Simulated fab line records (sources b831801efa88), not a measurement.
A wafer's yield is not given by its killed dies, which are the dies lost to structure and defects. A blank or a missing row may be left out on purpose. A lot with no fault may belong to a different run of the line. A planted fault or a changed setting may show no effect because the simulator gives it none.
fab line records -- flow gf180mcu -- part 1 of 2: steps 1 to 25 of 34
record lots=5, wafers=15, last_day=35
route steps=602 shown V4@493 MIM@503 M5@526
lots that met no fault: taken from a fault-free run of the same line
start_h: hours from the record's first day to the start of the lot's first wafer shown -- wait_h: time in hours since the lot's previous step -- " as in the row above -- L1.1+2: several wafers, shown together as one row -- - no value, or no start was given -- * or withheld: withheld -- < > ~ a bound
route shown NAME@n: names a module that has steps shown in the file, with the first one's number in the route -- usual: the fault-free wafers' mean and standard deviation -- same: alike in all rows -- chamber/n: place in a boat -- sites: readings site by site -- _std_site: standard deviation across them -- _edge_site: outer sites' mean less inner sites' -- radius_mm: how far each site lies from the wafer's centre -- mask NAME#n: copy n -- behind: the most recent tool/chamber to have shaped the wafer -- hold: what put the lot on hold/how long, in hours/how the hold closed -- device: whichever transistor did not switch (one of n, p or np) -- end of line: the same wafers' tests at the end of the route -- a step with no rows: only its recipe -- killed: not the wafer's yield, but the dies lost to structure and defects at the first sort -- map: the dies of a wafer, with x for killed, . for not killed, _ for no die there
set.NAME: the setting the step ran with; set.NAME@STEP: the setting that earlier step ran with -- model.NAME: the simulator's own value behind a step, which no gauge read
lots seen at some steps along the route; tables by step, rows by wafer
services: when a tool's chamber went out of use (start_h, in hours from the record's first day, below 0 if earlier), for how many hours, and the reason
## steps
# step GF_V4_ETCH_17
# recipe chemistry=C4F8/O2/Ar, mask_material=KrF, target=SiO2, stop_on=TiN, source_w=1500, bias_w=1200, pressure_mtorr=40, c4f8_flow_sccm=withheld, O2_flow_sccm=6, Ar_flow_sccm=300, time_s=withheld, target_depth_a=6300
# usual oes_product_au=0.855/0.0046
lot.wafer,tool,chamber,start_h,wait_h,oes_product_au
L077.2,rie_diel-03,0,-,-,0.853
L077.3,rie_diel-03,3,-,-,0.858
L077.4,rie_diel-03,2,-,-,0.849
L089.1,rie_diel-02,0,-,-,0.861
L089.2,rie_diel-02,2,-,-,0.861
L089.6,rie_diel-02,3,-,-,0.855
L090.1,rie_diel-03,1,-,-,0.849
L090.2,rie_diel-03,3,-,-,0.856
L090.6,rie_diel-03,0,-,-,0.854
L092.3,rie_diel-01,1,-,-,0.854
L092.4,rie_diel-01,3,-,-,0.854
L092.5,rie_diel-01,2,-,-,0.861
L097.2,rie_diel-02,3,-,-,0.856
L097.5,rie_diel-02,2,-,-,0.853
L097.6,rie_diel-02,1,-,-,0.853
# step GF_V4_STRIP_18
# recipe chemistry=O2/N2, power_w=1400, pressure_mtorr=1500, platen_temp_c=250, o2_flow_sccm=3000, n2_flow_sccm=300, overash_fraction=0.5
# usual drypump_motor_current_A=5.5/0.31, heater_power_w=312/32, oes_product_au=0.594/0.0045, platen_temp_c=250.01/0.2
lot.wafer,tool,chamber,start_h,wait_h,drypump_motor_current_A,heater_power_w,oes_product_au,platen_temp_c,rf_hours_counter_h
L077.2,plasma_asher-03,1,604.01,-,5.6,307,0.593,249.86,88
L077.3,plasma_asher-03,1,604.01,-,5.6,313,0.585,250.10,-
L077.4,plasma_asher-03,0,604.01,-,5.1,317,0.601,250.12,-
L089.1,plasma_asher-03,0,688.82,-,5.1,310,0.599,249.78,98
L089.2,plasma_asher-03,1,688.82,-,5.6,301,0.593,250.16,98
L089.6,plasma_asher-03,1,688.82,-,5.6,303,0.591,250.42,-
L090.1,plasma_asher-02,1,705.12,-,5.6,264,0.595,249.95,54
L090.2,plasma_asher-02,0,705.12,-,5.8,359,0.592,249.98,54
L090.6,plasma_asher-02,0,705.12,-,5.8,362,0.592,250.13,-
L092.3,plasma_asher-03,1,709.80,-,5.6,299,0.597,250.04,-
L092.4,plasma_asher-03,0,709.80,-,5.1,316,0.593,249.72,-
L092.5,plasma_asher-03,1,709.80,-,5.6,306,0.586,250.04,-
L097.2,plasma_asher-04,0,744.62,-,5.3,364,0.588,249.81,0
L097.5,plasma_asher-04,1,744.62,-,6.2,298,0.592,250.13,-
L097.6,plasma_asher-04,0,744.62,-,5.3,369,0.596,249.97,-
# step GF_V4_STRIP_19
# recipe chemistry=post_etch_residue_remover, time_s=1200, temp_c=72.5
# usual bath_guard_temp_C=72.6/0.45
lot.wafer,tool,chamber,start_h,wait_h,bath_guard_temp_C
L077.2,wet_bench-02,3,604.11,0.1,72.7
L077.3,wet_bench-02,3,604.11,0.1,72.6
L077.4,wet_bench-02,3,604.11,0.1,73.0
L089.1,wet_bench-04,3,688.92,0.1,72.3
L089.2,wet_bench-04,3,688.92,0.1,72.3
L089.6,wet_bench-04,3,688.92,0.1,72.5
L090.1,wet_bench-02,2,705.22,0.1,72.6
L090.2,wet_bench-02,2,705.22,0.1,73.2
L090.6,wet_bench-02,2,705.22,0.1,73.1
L092.3,wet_bench-01,1,709.87,0.0,72.3
L092.4,wet_bench-01,1,709.87,0.0,72.4
L092.5,wet_bench-01,1,709.87,0.0,72.3
L097.2,wet_bench-01,1,744.72,0.1,72.5
L097.5,wet_bench-01,1,744.72,0.1,72.5
L097.6,wet_bench-01,1,744.72,0.1,73.0
# step GF_V4_CLEAN_20
# recipe chemistry=DIW, dry=n2_spin
lot.wafer,tool,chamber,start_h,wait_h
L077.2+3+4,wet_bench-01,1,604.49,0.0
L089.1+2+6,wet_bench-01,0,689.29,0.0
L090.1+2+6,wet_bench-02,1,705.56,0.0
L092.3+4+5,wet_bench-04,1,710.21,0.0
L097.2+5+6,wet_bench-02,1,745.09,0.0
# step GF_V4_SPUTTER_21
# recipe material=Ti, target_thk_nm=15, chamber_pressure_pa=5, power_w=2500, substrate_temp_c=200, time_s=80.02
# usual throttle_valve_pct=30.0/0.8
lot.wafer,tool,chamber,start_h,wait_h,throttle_valve_pct
L077.2,pvd_sputter-04,-,604.58,0.0,31.2
L077.3,pvd_sputter-04,-,604.58,0.0,29.9
L077.4,pvd_sputter-04,-,604.58,0.0,29.1
L089.1,pvd_sputter-01,-,689.38,0.0,29.1
L089.2,pvd_sputter-01,-,689.38,0.0,30.8
L089.6,pvd_sputter-01,-,689.38,0.0,30.4
L090.1,pvd_sputter-01,-,705.65,0.0,29.1
L090.2,pvd_sputter-01,-,705.65,0.0,30.4
L090.6,pvd_sputter-01,-,705.65,0.0,30.6
L092.3,pvd_sputter-02,-,710.31,0.0,29.9
L092.4,pvd_sputter-02,-,710.31,0.0,30.9
L092.5,pvd_sputter-02,-,710.31,0.0,31.0
L097.2,pvd_sputter-01,-,745.18,0.0,30.4
L097.5,pvd_sputter-01,-,745.18,0.0,30.1
L097.6,pvd_sputter-01,-,745.18,0.0,29.1
# step GF_V4_SPUTTER_22
# recipe material=TiN, target_thk_nm=10, chamber_pressure_pa=5, power_w=4000, time_s=40
# usual throttle_valve_pct=29.9/0.81
lot.wafer,tool,chamber,start_h,wait_h,throttle_valve_pct
L077.2,pvd_sputter-04,-,604.64,0.0,31.3
L077.3,pvd_sputter-04,-,604.64,0.0,29.8
L077.4,pvd_sputter-04,-,604.64,0.0,29.2
L089.1,pvd_sputter-01,-,689.44,0.0,28.9
L089.2,pvd_sputter-01,-,689.44,0.0,30.5
L089.6,pvd_sputter-01,-,689.44,0.0,30.5
L090.1,pvd_sputter-01,-,705.71,0.0,29.0
L090.2,pvd_sputter-01,-,705.71,0.0,30.5
L090.6,pvd_sputter-01,-,705.71,0.0,30.4
L092.3,pvd_sputter-02,-,710.37,0.0,29.4
L092.4,pvd_sputter-02,-,710.37,0.0,30.9
L092.5,pvd_sputter-02,-,710.37,0.0,31.0
L097.2,pvd_sputter-01,-,745.24,0.0,30.3
L097.5,pvd_sputter-01,-,745.24,0.0,30.3
L097.6,pvd_sputter-01,-,745.24,0.0,29.2
# step GF_V4_CVD_23
# recipe material=W, target_thk_nm=350, time_s=104.9, temp_c=400, pressure_torr=40
# usual heater_power_w=913/32
lot.wafer,tool,chamber,start_h,wait_h,heater_power_w
L077.2,cvd_w-01,0,604.68,0.0,926
L077.3,cvd_w-01,0,604.68,0.0,948
L077.4,cvd_w-01,1,604.68,0.0,867
L089.1,cvd_w-01,0,689.48,0.0,921
L089.2,cvd_w-01,1,689.48,0.0,868
L089.6,cvd_w-01,0,689.48,0.0,944
L090.1,cvd_w-01,0,705.75,0.0,927
L090.2,cvd_w-01,1,705.75,0.0,895
L090.6,cvd_w-01,0,705.75,0.0,946
L092.3,cvd_w-02,1,710.45,0.1,930
L092.4,cvd_w-02,0,710.45,0.1,912
L092.5,cvd_w-02,1,710.45,0.1,981
L097.2,cvd_w-01,0,745.28,0.0,922
L097.5,cvd_w-01,0,745.28,0.0,932
L097.6,cvd_w-01,1,745.28,0.0,882
# step GF_V4_RS_MEAS_24
# recipe thk_meas_gauge=four-point-probe, reads=W_of_V4_CVD_23+TiN_of_V4_SPUTTER_22+Ti_of_V4_SPUTTER_21
# usual V4_W_RS=0.332/0.0063
lot.wafer,tool,chamber,start_h,wait_h,V4_W_RS[ohm/sq]
L077.2,film_metro-04,-,604.81,0.1,0.336
L077.3,film_metro-04,-,604.81,0.1,0.341
L077.4,film_metro-04,-,604.81,0.1,0.329
L089.1,film_metro-02,-,689.60,0.1,0.341
L089.2,film_metro-02,-,689.60,0.1,0.334
L089.6,film_metro-02,-,689.60,0.1,0.337
L090.1,film_metro-02,-,705.86,0.1,0.335
L090.2,film_metro-02,-,705.86,0.1,0.335
L090.6,film_metro-02,-,705.86,0.1,0.340
L092.3,film_metro-02,-,710.56,0.1,0.328
L092.4,film_metro-02,-,710.56,0.1,0.326
L092.5,film_metro-02,-,710.56,0.1,0.323
L097.2,film_metro-04,-,745.42,0.1,0.343
L097.5,film_metro-04,-,745.42,0.1,0.338
L097.6,film_metro-04,-,745.42,0.1,0.337
# step GF_V4_THK_MEAS_25
# recipe thk_meas_gauge=xrf, reads=W_of_V4_CVD_23
# usual V4_W_THK=340/7.2
lot.wafer,tool,chamber,start_h,wait_h,V4_W_THK[nm]
L077.2,film_metro-04,-,604.92,0.1,330
L077.3,film_metro-04,-,604.92,0.1,328
L077.4,film_metro-04,-,604.92,0.1,341
L089.1,film_metro-02,-,689.72,0.1,330
L089.2,film_metro-02,-,689.72,0.1,335
L089.6,film_metro-02,-,689.72,0.1,334
L090.1,film_metro-02,-,705.98,0.1,339
L090.2,film_metro-02,-,705.98,0.1,340
L090.6,film_metro-02,-,705.98,0.1,333
L092.3,film_metro-02,-,710.66,0.1,347
L092.4,film_metro-02,-,710.66,0.1,349
L092.5,film_metro-02,-,710.66,0.1,352
L097.2,film_metro-04,-,745.53,0.1,331
L097.5,film_metro-04,-,745.53,0.1,333
L097.6,film_metro-04,-,745.53,0.1,336
# step GF_V4_CMP_26
# recipe stop_on=SiO2, down_force_psi=3.5, platen_rpm=60, t_overpolish_s=15, target_thk_nm=0, pad_velocity_m_s=0.94248
# usual motor_current_A=11.1/1.2, overpolish_run_s=15.000/0.0086, platen_rpm=60.00/0.036, slurry_flow_ml_min=150.0/0.48, time_to_endpoint_s=83/3.4
lot.wafer,tool,chamber,start_h,wait_h,motor_current_A,overpolish_run_s,platen_rpm,slurry_flow_ml_min,time_to_endpoint_s
L077.3,cmp-02,2,605.15,0.2,13.1,14.995,59.96,150.3,79
L077.4,cmp-02,0,605.15,0.2,10.2,15.005,59.96,149.9,84
L077.2,cmp-02,1,605.15,0.2,8.6,14.989,60.01,150.3,81
L089.2,cmp-02,3,689.78,0.0,12.1,14.990,59.96,150.3,79
L089.1,cmp-02,0,689.78,0.0,9.7,14.996,59.98,149.2,79
L089.6,cmp-02,3,689.78,0.0,11.0,14.982,60.04,150.0,81
L090.2,cmp-01,3,706.14,0.1,10.3,14.993,60.01,149.3,85
L090.1,cmp-01,0,706.14,0.1,10.1,15.005,59.96,149.5,82
L090.6,cmp-01,1,706.14,0.1,11.0,15.010,60.00,150.0,79
L092.4,cmp-02,1,710.70,0.0,9.1,15.002,60.02,150.3,90
L092.3,cmp-02,3,710.70,0.0,11.6,15.000,60.05,150.8,82
L092.5,cmp-02,2,710.70,0.0,12.9,14.986,60.04,150.1,86
L097.2,cmp-02,0,745.66,0.1,10.0,14.997,59.97,149.6,83
L097.6,cmp-02,3,745.66,0.1,12.0,14.994,59.95,151.1,82
L097.5,cmp-02,0,745.66,0.1,10.0,15.012,59.97,149.8,85
# step GF_MIM_SPUTTER_00
# recipe material=Ti, target_thk_nm=37.5, arriving_ion_energy_ev=80, substrate_temp_c=200, chamber_pressure_pa=2, power_w=4000, time_s=150
# usual throttle_valve_pct=30.3/0.83
lot.wafer,tool,chamber,start_h,wait_h,throttle_valve_pct
L077.2,pvd_sputter-03,-,605.45,0.1,30.0
L077.3,pvd_sputter-03,-,605.45,0.1,30.6
L077.4,pvd_sputter-03,-,605.45,0.1,32.1
L089.1,pvd_sputter-04,-,690.08,0.2,29.7
L089.2,pvd_sputter-04,-,690.08,0.2,29.8
L089.6,pvd_sputter-04,-,690.08,0.2,31.2
L090.1,pvd_sputter-01,-,706.34,0.1,30.6
L090.2,pvd_sputter-01,-,706.34,0.1,30.3
L090.6,pvd_sputter-01,-,706.34,0.1,29.1
L092.3,pvd_sputter-01,-,711.00,0.1,30.4
L092.4,pvd_sputter-01,-,711.00,0.1,29.0
L092.5,pvd_sputter-01,-,711.00,0.1,29.1
L097.2,pvd_sputter-04,-,745.91,0.2,29.8
L097.5,pvd_sputter-04,-,745.91,0.2,29.2
L097.6,pvd_sputter-04,-,745.91,0.2,29.9
# step GF_MIM_SPUTTER_01
# recipe material=TiN, target_thk_nm=30, power_w=6500, time_s=25, chamber_pressure_pa=0.4
# usual throttle_valve_pct=30.3/0.83
lot.wafer,tool,chamber,start_h,wait_h,throttle_valve_pct
L077.2,pvd_sputter-03,-,605.55,0.1,29.7
L077.3,pvd_sputter-03,-,605.55,0.1,30.5
L077.4,pvd_sputter-03,-,605.55,0.1,31.8
L089.1,pvd_sputter-04,-,690.28,0.1,29.8
L089.2,pvd_sputter-04,-,690.28,0.1,29.9
L089.6,pvd_sputter-04,-,690.28,0.1,31.2
L090.1,pvd_sputter-01,-,706.44,0.1,30.6
L090.2,pvd_sputter-01,-,706.44,0.1,30.4
L090.6,pvd_sputter-01,-,706.44,0.1,28.9
L092.3,pvd_sputter-01,-,711.10,0.1,30.2
L092.4,pvd_sputter-01,-,711.10,0.1,29.0
L092.5,pvd_sputter-01,-,711.10,0.1,28.9
L097.2,pvd_sputter-04,-,746.01,0.1,30.1
L097.5,pvd_sputter-04,-,746.01,0.1,29.2
L097.6,pvd_sputter-04,-,746.01,0.1,29.7
# step GF_MIM_SPUTTER_02
# recipe material=AlCu, target_thk_nm=450, power_w=10600, time_s=23.9, chamber_pressure_pa=0.4
# usual throttle_valve_pct=30.3/0.84
lot.wafer,tool,chamber,start_h,wait_h,throttle_valve_pct
L077.2,pvd_sputter-03,-,605.58,0.0,29.9
L077.3,pvd_sputter-03,-,605.58,0.0,30.5
L077.4,pvd_sputter-03,-,605.58,0.0,32.1
L089.1,pvd_sputter-04,-,690.34,0.0,29.7
L089.2,pvd_sputter-04,-,690.34,0.0,30.0
L089.6,pvd_sputter-04,-,690.34,0.0,31.2
L090.1,pvd_sputter-01,-,706.48,0.0,30.5
L090.2,pvd_sputter-01,-,706.48,0.0,30.3
L090.6,pvd_sputter-01,-,706.48,0.0,29.0
L092.3,pvd_sputter-01,-,711.13,0.0,30.2
L092.4,pvd_sputter-01,-,711.13,0.0,29.2
L092.5,pvd_sputter-01,-,711.13,0.0,28.7
L097.2,pvd_sputter-04,-,746.04,0.0,29.9
L097.5,pvd_sputter-04,-,746.04,0.0,29.4
L097.6,pvd_sputter-04,-,746.04,0.0,29.4
# step GF_MIM_SPUTTER_03
# recipe material=Ti, target_thk_nm=10, substrate_temp_c=300, chamber_pressure_pa=0.3, power_w=3000, time_s=6.7
# usual throttle_valve_pct=30.3/0.84
lot.wafer,tool,chamber,start_h,wait_h,throttle_valve_pct
L077.2,pvd_sputter-03,-,605.61,0.0,29.9
L077.3,pvd_sputter-03,-,605.61,0.0,30.5
L077.4,pvd_sputter-03,-,605.61,0.0,31.9
L089.1,pvd_sputter-04,-,690.40,0.0,29.7
L089.2,pvd_sputter-04,-,690.40,0.0,29.8
L089.6,pvd_sputter-04,-,690.40,0.0,31.1
L090.1,pvd_sputter-01,-,706.50,0.0,30.2
L090.2,pvd_sputter-01,-,706.50,0.0,30.3
L090.6,pvd_sputter-01,-,706.50,0.0,28.9
L092.3,pvd_sputter-01,-,711.16,0.0,30.3
L092.4,pvd_sputter-01,-,711.16,0.0,28.6
L092.5,pvd_sputter-01,-,711.16,0.0,28.9
L097.2,pvd_sputter-04,-,746.07,0.0,29.9
L097.5,pvd_sputter-04,-,746.07,0.0,29.3
L097.6,pvd_sputter-04,-,746.07,0.0,30.0
# step GF_MIM_SPUTTER_04
# recipe material=TiN, target_thk_nm=50, power_w=6500, time_s=41.7, chamber_pressure_pa=0.4
# usual throttle_valve_pct=30.3/0.85
lot.wafer,tool,chamber,start_h,wait_h,throttle_valve_pct
L077.2,pvd_sputter-03,-,605.63,0.0,29.5
L077.3,pvd_sputter-03,-,605.63,0.0,30.5
L077.4,pvd_sputter-03,-,605.63,0.0,31.7
L089.1,pvd_sputter-04,-,690.44,0.0,29.8
L089.2,pvd_sputter-04,-,690.44,0.0,29.7
L089.6,pvd_sputter-04,-,690.44,0.0,31.2
L090.1,pvd_sputter-01,-,706.53,0.0,30.7
L090.2,pvd_sputter-01,-,706.53,0.0,30.5
L090.6,pvd_sputter-01,-,706.53,0.0,28.8
L092.3,pvd_sputter-01,-,711.18,0.0,30.0
L092.4,pvd_sputter-01,-,711.18,0.0,29.0
L092.5,pvd_sputter-01,-,711.18,0.0,28.8
L097.2,pvd_sputter-04,-,746.09,0.0,30.0
L097.5,pvd_sputter-04,-,746.09,0.0,29.2
L097.6,pvd_sputter-04,-,746.09,0.0,29.6
# step GF_MIM_CVD_05
# recipe material=Si3N4, target_thk_nm=42, temp_max_c=400, temp_c=385, time_s=29.086, rf_w=450
# usual heater_power_w=652/88
lot.wafer,tool,chamber,start_h,wait_h,heater_power_w
L077.2,pecvd-04,2,605.67,0.0,660
L077.3,pecvd-04,0,605.67,0.0,652
L077.4,pecvd-04,1,605.67,0.0,769
L089.1,pecvd-04,1,690.52,0.0,664
L089.2,pecvd-04,2,690.52,0.0,550
L089.6,pecvd-04,1,690.52,0.0,691
L090.1,pecvd-01,2,706.57,0.0,492
L090.2,pecvd-01,1,706.57,0.0,701
L090.6,pecvd-01,1,706.57,0.0,707
L092.3,pecvd-04,0,711.22,0.0,672
L092.4,pecvd-04,1,711.22,0.0,770
L092.5,pecvd-04,2,711.22,0.0,626
L097.2,pecvd-03,0,746.13,0.0,512
L097.5,pecvd-03,0,746.13,0.0,500
L097.6,pecvd-03,2,746.13,0.0,654
# step GF_MIM_THK_MEAS_06
# recipe reads=Si3N4_of_MIM_CVD_05
# usual MIM_CVD_05_THK=42.0/0.67
lot.wafer,tool,chamber,start_h,wait_h,MIM_CVD_05_THK[nm]
L077.2,film_metro-03,-,605.72,0.0,41.9
L077.3,film_metro-03,-,605.72,0.0,41.4
L077.4,film_metro-03,-,605.72,0.0,42.1
L089.1,film_metro-04,-,690.55,0.0,41.5
L089.2,film_metro-04,-,690.55,0.0,41.4
L089.6,film_metro-04,-,690.55,0.0,42.3
L090.1,film_metro-02,-,706.60,0.0,41.8
L090.2,film_metro-02,-,706.60,0.0,41.6
L090.6,film_metro-02,-,706.60,0.0,42.0
L092.3,film_metro-03,-,711.39,0.1,40.8
L092.4,film_metro-03,-,711.39,0.1,42.0
L092.5,film_metro-03,-,711.39,0.1,41.9
L097.2,film_metro-03,-,746.17,0.0,43.1
L097.5,film_metro-03,-,746.17,0.0,43.7
L097.6,film_metro-03,-,746.17,0.0,43.2
# step GF_MIM_SPUTTER_07
# recipe material=TiN, target_thk_nm=60, power_w=6500, time_s=50, chamber_pressure_pa=0.4
# usual throttle_valve_pct=30.3/0.82
lot.wafer,tool,chamber,start_h,wait_h,throttle_valve_pct
L077.2,pvd_sputter-04,-,605.77,0.0,29.2
L077.3,pvd_sputter-04,-,605.77,0.0,29.7
L077.4,pvd_sputter-04,-,605.77,0.0,29.8
L089.1,pvd_sputter-01,-,690.61,0.1,30.4
L089.2,pvd_sputter-01,-,690.61,0.1,29.0
L089.6,pvd_sputter-01,-,690.61,0.1,29.0
L090.1,pvd_sputter-03,-,706.66,0.1,30.2
L090.2,pvd_sputter-03,-,706.66,0.1,30.3
L090.6,pvd_sputter-03,-,706.66,0.1,30.2
L092.3,pvd_sputter-03,-,711.43,0.0,30.6
L092.4,pvd_sputter-03,-,711.43,0.0,31.8
L092.5,pvd_sputter-03,-,711.43,0.0,30.1
L097.2,pvd_sputter-01,-,746.22,0.0,30.8
L097.5,pvd_sputter-01,-,746.22,0.0,30.2
L097.6,pvd_sputter-01,-,746.22,0.0,28.6
# step GF_MIM_SPUTTER_08
# recipe material=AlCu, target_thk_nm=200, power_w=10600, time_s=10.6, chamber_pressure_pa=0.4
# usual throttle_valve_pct=30.3/0.84
lot.wafer,tool,chamber,start_h,wait_h,throttle_valve_pct
L077.2,pvd_sputter-04,-,605.81,0.0,29.2
L077.3,pvd_sputter-04,-,605.81,0.0,29.9
L077.4,pvd_sputter-04,-,605.81,0.0,30.0
L089.1,pvd_sputter-01,-,690.65,0.0,30.8
L089.2,pvd_sputter-01,-,690.65,0.0,28.8
L089.6,pvd_sputter-01,-,690.65,0.0,29.0
L090.1,pvd_sputter-03,-,706.70,0.0,30.5
L090.2,pvd_sputter-03,-,706.70,0.0,30.1
L090.6,pvd_sputter-03,-,706.70,0.0,30.1
L092.3,pvd_sputter-03,-,711.47,0.0,30.6
L092.4,pvd_sputter-03,-,711.47,0.0,31.9
L092.5,pvd_sputter-03,-,711.47,0.0,30.2
L097.2,pvd_sputter-01,-,746.26,0.0,30.4
L097.5,pvd_sputter-01,-,746.26,0.0,30.3
L097.6,pvd_sputter-01,-,746.26,0.0,28.8
# step GF_MIM_SPUTTER_09
# recipe material=TiN, target_thk_nm=35, power_w=6500, time_s=29.2, chamber_pressure_pa=0.4
# usual throttle_valve_pct=30.3/0.82
lot.wafer,tool,chamber,start_h,wait_h,throttle_valve_pct
L077.2,pvd_sputter-04,-,605.83,0.0,28.8
L077.3,pvd_sputter-04,-,605.83,0.0,29.6
L077.4,pvd_sputter-04,-,605.83,0.0,30.2
L089.1,pvd_sputter-01,-,690.68,0.0,30.7
L089.2,pvd_sputter-01,-,690.68,0.0,29.2
L089.6,pvd_sputter-01,-,690.68,0.0,29.1
L090.1,pvd_sputter-03,-,706.73,0.0,30.7
L090.2,pvd_sputter-03,-,706.73,0.0,30.2
L090.6,pvd_sputter-03,-,706.73,0.0,30.2
L092.3,pvd_sputter-03,-,711.50,0.0,30.5
L092.4,pvd_sputter-03,-,711.50,0.0,31.8
L092.5,pvd_sputter-03,-,711.50,0.0,30.1
L097.2,pvd_sputter-01,-,746.29,0.0,30.6
L097.5,pvd_sputter-01,-,746.29,0.0,30.2
L097.6,pvd_sputter-01,-,746.29,0.0,29.0
# step GF_MIM_RS_MEAS_10
# recipe thk_meas_gauge=four-point-probe, reads=TiN_of_MIM_SPUTTER_09+AlCu_of_MIM_SPUTTER_08+TiN_of_MIM_SPUTTER_07
# usual MIM_ALCU_RS=0.1597/0.0024
lot.wafer,tool,chamber,start_h,wait_h,MIM_ALCU_RS[ohm/sq]
L077.2,film_metro-03,-,605.91,0.1,0.1602
L077.3,film_metro-03,-,605.91,0.1,0.1589
L077.4,film_metro-03,-,605.91,0.1,0.1622
L089.1,film_metro-04,-,690.71,0.0,0.1590
L089.2,film_metro-04,-,690.71,0.0,0.1598
L089.6,film_metro-04,-,690.71,0.0,0.1588
L090.1,film_metro-02,-,706.76,0.0,0.1586
L090.2,film_metro-02,-,706.76,0.0,0.1607
L090.6,film_metro-02,-,706.76,0.0,0.1614
L092.3,film_metro-03,-,711.57,0.1,0.1580
L092.4,film_metro-03,-,711.57,0.1,0.1619
L092.5,film_metro-03,-,711.57,0.1,0.1581
L097.2,film_metro-02,-,746.34,0.0,0.1603
L097.5,film_metro-02,-,746.34,0.0,0.1581
L097.6,film_metro-02,-,746.34,0.0,0.1600
# step GF_MIM_THK_MEAS_11
# recipe thk_meas_gauge=xrf, reads=AlCu_of_MIM_SPUTTER_08
# usual MIM_ALCU_THK=198/3.1
lot.wafer,tool,chamber,start_h,wait_h,MIM_ALCU_THK[nm]
L077.2,film_metro-03,-,606.02,0.1,198
L077.3,film_metro-03,-,606.02,0.1,198
L077.4,film_metro-03,-,606.02,0.1,194
L089.1,film_metro-04,-,690.83,0.1,199
L089.2,film_metro-04,-,690.83,0.1,197
L089.6,film_metro-04,-,690.83,0.1,199
L090.1,film_metro-02,-,706.88,0.1,200
L090.2,film_metro-02,-,706.88,0.1,197
L090.6,film_metro-02,-,706.88,0.1,196
L092.3,film_metro-03,-,711.67,0.1,200
L092.4,film_metro-03,-,711.67,0.1,196
L092.5,film_metro-03,-,711.67,0.1,200
L097.2,film_metro-02,-,746.45,0.1,198
L097.5,film_metro-02,-,746.45,0.1,200
L097.6,film_metro-02,-,746.45,0.1,198
# step GF_MIM_DEHYDRATE_12
# recipe temp_c=200, time_s=60
# usual resist_line_temp_C=22.97/0.12
lot.wafer,tool,chamber,start_h,wait_h,resist_line_temp_C
L077.2,litho_track-03,0,615.65,9.6,23.15
L077.3,litho_track-03,0,615.65,9.6,23.04
L077.4,litho_track-03,0,615.65,9.6,22.97
L089.1,litho_track-04,0,699.33,8.5,22.95
L089.2,litho_track-04,0,699.33,8.5,23.05
L089.6,litho_track-04,0,699.33,8.5,23.17
L090.1,litho_track-02,0,715.08,8.2,22.97
L090.2,litho_track-02,0,715.08,8.2,22.79
L090.6,litho_track-02,0,715.08,8.2,23.04
L092.3,litho_track-03,0,719.87,8.2,22.88
L092.4,litho_track-03,0,719.87,8.2,22.98
L092.5,litho_track-03,0,719.87,8.2,22.96
L097.2,litho_track-03,0,754.29,7.8,23.16
L097.5,litho_track-03,0,754.29,7.8,23.18
L097.6,litho_track-03,0,754.29,7.8,23.16
# step GF_MIM_HMDS_13
# recipe prime_time_s=60, prime_temp_c=120
# usual resist_line_temp_C=23.03/0.095
# same prime_time_s=60
lot.wafer,tool,chamber,start_h,wait_h,resist_line_temp_C
L077.2,litho_track-03,0,615.80,0.1,23.00
L077.3,litho_track-03,0,615.80,0.1,22.91
L077.4,litho_track-03,0,615.80,0.1,22.97
L089.1,litho_track-04,0,699.48,0.1,22.93
L089.2,litho_track-04,0,699.48,0.1,22.97
L089.6,litho_track-04,0,699.48,0.1,22.91
L090.1,litho_track-02,0,715.23,0.1,23.09
L090.2,litho_track-02,0,715.23,0.1,23.07
L090.6,litho_track-02,0,715.23,0.1,23.07
L092.3,litho_track-03,0,720.02,0.1,23.01
L092.4,litho_track-03,0,720.02,0.1,23.05
L092.5,litho_track-03,0,720.02,0.1,23.08
L097.2,litho_track-03,0,754.44,0.1,23.04
L097.5,litho_track-03,0,754.44,0.1,23.00
L097.6,litho_track-03,0,754.44,0.1,23.10
# step GF_MIM_COAT_14
# recipe resist=NOVOLAK, spin_rpm=3000, resist_thk_nm=1000
# usual resist_line_temp_C=23.00/0.11
lot.wafer,tool,chamber,start_h,wait_h,resist_line_temp_C
L077.2,litho_track-03,0,615.95,0.1,23.15
L077.3,litho_track-03,0,615.95,0.1,23.04
L077.4,litho_track-03,0,615.95,0.1,23.14
L089.1,litho_track-04,0,699.63,0.1,22.90
L089.2,litho_track-04,0,699.63,0.1,23.01
L089.6,litho_track-04,0,699.63,0.1,22.93
L090.1,litho_track-02,0,715.38,0.1,22.91
L090.2,litho_track-02,0,715.38,0.1,22.97
L090.6,litho_track-02,0,715.38,0.1,22.94
L092.3,litho_track-03,0,720.17,0.1,22.93
L092.4,litho_track-03,0,720.17,0.1,23.16
L092.5,litho_track-03,0,720.17,0.1,23.14
L097.2,litho_track-03,0,754.59,0.1,22.98
L097.5,litho_track-03,0,754.59,0.1,22.99
L097.6,litho_track-03,0,754.59,0.1,22.84
